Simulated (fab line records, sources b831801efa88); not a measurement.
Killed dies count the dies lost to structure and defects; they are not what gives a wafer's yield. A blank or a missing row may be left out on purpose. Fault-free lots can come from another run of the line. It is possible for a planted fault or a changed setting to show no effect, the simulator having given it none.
Comparing a struck lot with a sound one	flow sfqLine	24 out of 325 route steps
Sound: the wafers L324.1, L324.3, L324.5. Struck: wafers L317.1, L317.2, L317.3. Last of all comes the cause.
Order at every step that has rows: each side's tool, ch and its chambers, its first start. Under that, the readings that differ: sound wafers	struck wafers	difference of the means	sigmas: that difference in standard deviations of wafers without a fault.
alike: a reading whose means differ by less than 2 such deviations, as well as words and numbers matching on both sides. not compared: withheld readings; readings where some wafer has no value; bounds like >300 that might hide an equal value; numbers whose values overlap and for which the record gives no deviation.
Wherever a step has rows on one side only, a row that says differs or no value, or a row with sigmas, the two part there. Numbers that don't overlap but have no deviation are shown without sigmas and don't part them. Lack of a reading on every wafer of one side parts them only where that side has two or more wafers.

first, 6 steps without rows for these wafers: SFQ_TRILAYER_I1_VIA_LITHO_COAT_054 (resist thk 62 nm); SFQ_TRILAYER_I1_VIA_LITHO_COAT_049 (resist thk 650 nm); SFQ_TRILAYER_I1_VIA_LITHO_SOFTBAKE_053; SFQ_TRILAYER_I1_VIA_LITHO_EXPOSE_050 (exposes mask I1, target cd 500 nm); SFQ_TRILAYER_I1_VIA_LITHO_PEB_052 (peb time 60 s); SFQ_TRILAYER_I1_VIA_LITHO_DEVELOP_051 (time 60 s).
SFQ_I1_OVL_MEAS_913:
  struck on overlay-01, day 36 22:04; sound on overlay-02, day 40 00:52
  alike: I1_OVL
SFQ_TRILAYER_I1_VIA_BARC_OPEN_VIA_ETCH_071: etches BARC in O2, target depth 125 nm, time 41.7 s.
  sound on rieDiel-02 ch 0,3, day 40 00:54; struck on rieDiel-03 ch 0,2,3, day 36 22:07
  alike: drypumpMotorCurrentA, oesProductAu
  not compared: rfHoursCounterH
SFQ_TRILAYER_I1_VIA_ETCH_VIA_ETCH_052: etches SiO2 in CHF3, stops on Nb, target depth 260 nm.
  sound on rieDiel-02 ch 0,3, day 40 00:56; struck on rieDiel-03 ch 0,2,3, day 36 22:09
  alike: drypumpMotorCurrentA, oesProductAu
SFQ_TRILAYER_I1_VIA_STRIP_STRIP_053: strips in O2.
  sound on rieMetal-01 ch 0,1, day 40 01:03; struck on rieMetal-03 ch 0,1, day 36 22:16
  alike: drypumpMotorCurrentA, oesProductAu
  not compared: rfHoursCounterH
then, 2 steps without rows for these wafers: SFQ_TRILAYER_I1_VIA_STRIP_SOLV_CLEAN_054 (cleans in NMP, time 600 s); SFQ_TRILAYER_M2_DEP_PRE_CLEAN_056 (time 22.5 s).
SFQ_TRILAYER_M2_DEP_SPUTTER_055: material Nb, target thk 200 nm, time 133.3 s.
  struck on pvdSputter-04, day 36 23:20; sound on pvdSputter-03, day 40 01:52
  alike: throttleValvePct
SFQ_M2_RS_MEAS_914: a four-point-probe measurement.
  struck on filmMetro-01, day 36 23:26; sound on filmMetro-04, day 40 01:58
reading	sound	struck	difference	sigmas
M2_NB_RS (ohm/sq)	0.911 0.905 0.904	0.442 0.440 0.442	-0.465	-64
then, 6 steps without rows for these wafers: SFQ_TRILAYER_M2_LITHO_COAT_062 (resist thk 62 nm); SFQ_TRILAYER_M2_LITHO_COAT_057 (resist thk 600 nm); SFQ_TRILAYER_M2_LITHO_SOFTBAKE_061; SFQ_TRILAYER_M2_LITHO_EXPOSE_058 (exposes mask M2, target cd 500 nm); SFQ_TRILAYER_M2_LITHO_PEB_060 (peb time 60 s); SFQ_TRILAYER_M2_LITHO_DEVELOP_059 (time 60 s).
-- the record jumps here: 5 days lie between the struck wafers' starts before and after --
SFQ_M2_OVL_MEAS_916:
  struck on overlay-02, day 42 09:31; sound on overlay-01, day 45 15:28
  alike: M2_OVL
SFQ_TRILAYER_M2_BARC_OPEN_METAL_ETCH_077: etches BARC in O2, target depth 125 nm, time 41.7 s.
  sound on rieMetal-03 ch 0,1, day 45 15:31; struck on rieMetal-04 ch 0,1, day 42 09:33
  alike: drypumpMotorCurrentA, oesProductAu
  not compared: rfHoursCounterH
SFQ_TRILAYER_M2_ETCH_METAL_ETCH_060: etches Nb in Cl2/Ar, stops on SiO2, target depth 240 nm, time 120 s.
  sound on rieMetal-03 ch 0,1, day 45 15:34; struck on rieMetal-04 ch 0,1, day 42 09:37
reading	sound	struck	difference	sigmas
oesProductAu (a.u.)	0.884 0.889 0.890	0.997 0.995 0.999	+0.109	+18
model.etch.depthNm (nm)	195.8 196.8 197.3	238.4 237.8 238.2	+41.5	
model.M2.featureDepthNm (nm)	195.8 196.8 197.3	238.4 237.8 238.2	+41.5	
  alike: drypumpMotorCurrentA
  not compared: rfHoursCounterH
SFQ_TRILAYER_M2_STRIP_STRIP_061: strips in O2.
  sound on rieMetal-03 ch 0,1, day 45 15:42; struck on rieMetal-04 ch 0,1, day 42 09:44
  alike: drypumpMotorCurrentA, oesProductAu
  not compared: rfHoursCounterH

## WHERE THEY PART
First at SFQ_M2_RS_MEAS_914; last, within this record, at SFQ_TRILAYER_M2_ETCH_METAL_ETCH_060. Later steps at which nothing parts them and some readings are alike: SFQ_TRILAYER_M2_STRIP_STRIP_061.

WHY: what had been put in by the simulator
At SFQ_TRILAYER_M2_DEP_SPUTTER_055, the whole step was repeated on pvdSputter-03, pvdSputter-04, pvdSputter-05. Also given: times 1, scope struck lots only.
